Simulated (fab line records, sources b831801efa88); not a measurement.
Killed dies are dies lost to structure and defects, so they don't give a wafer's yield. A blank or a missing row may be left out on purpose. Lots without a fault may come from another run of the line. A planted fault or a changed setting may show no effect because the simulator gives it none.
Chamber matching | flow sfq_line | SFQ_TRILAYER_I6_VIA_BARC_OPEN_VIA_ETCH_235 on rie_diel-04: 4 sister chambers
The step etches BARC in O2, target depth 125 nm, time 41.7 s. 4 wafers are shown with their chamber, then 8 later ones without.

WAFERS WITH THEIR CHAMBER
wafer  | chamber | drypump_motor_current_A (A)
L887.6 | 2       | 4.9
L891.1 | 0       | 4.9
L891.2 | 3       | 6.3
L892.4 | 1       | 5.6

WAFERS WITHOUT THEIR CHAMBER
wafer  | drypump_motor_current_A (A)
L892.5 | 5.6
L892.6 | 5.0
L900.1 | 6.3
L900.2 | 4.9
L900.6 | 4.9
L902.2 | 4.9
L902.4 | 5.6
L902.6 | 4.9

WHICH CHAMBER EACH WENT THROUGH
wafer  | from the rows above     | in truth
L892.5 | 1                       | 1
L892.6 | can't be placed: 0 or 2 | 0
L900.1 | 3                       | 3
L900.2 | can't be placed: 0 or 2 | 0
L900.6 | can't be placed: 0 or 2 | 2
L902.2 | can't be placed: 0 or 2 | 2
L902.4 | 1                       | 1
L902.6 | can't be placed: 0 or 2 | 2
Placed correctly: 3 of 8. Can't be placed from these rows: 5 (the true chamber is among the candidates in 5). Placed wrongly: 0.
How it was worked out, from the rows above alone: a wafer's distance from a chamber is the root of the sum, over the readings, of the square of ((its reading less the chamber's mean) divided by the reading's scatter). The wafer belongs to the nearest chamber; if the next one is less than 2 further off, it can't be placed. A chamber's mean is the mean of its shown wafers. The scatter: with one shown wafer a chamber, the root of the mean of the squares of how far each hidden wafer lies from its nearest shown one.
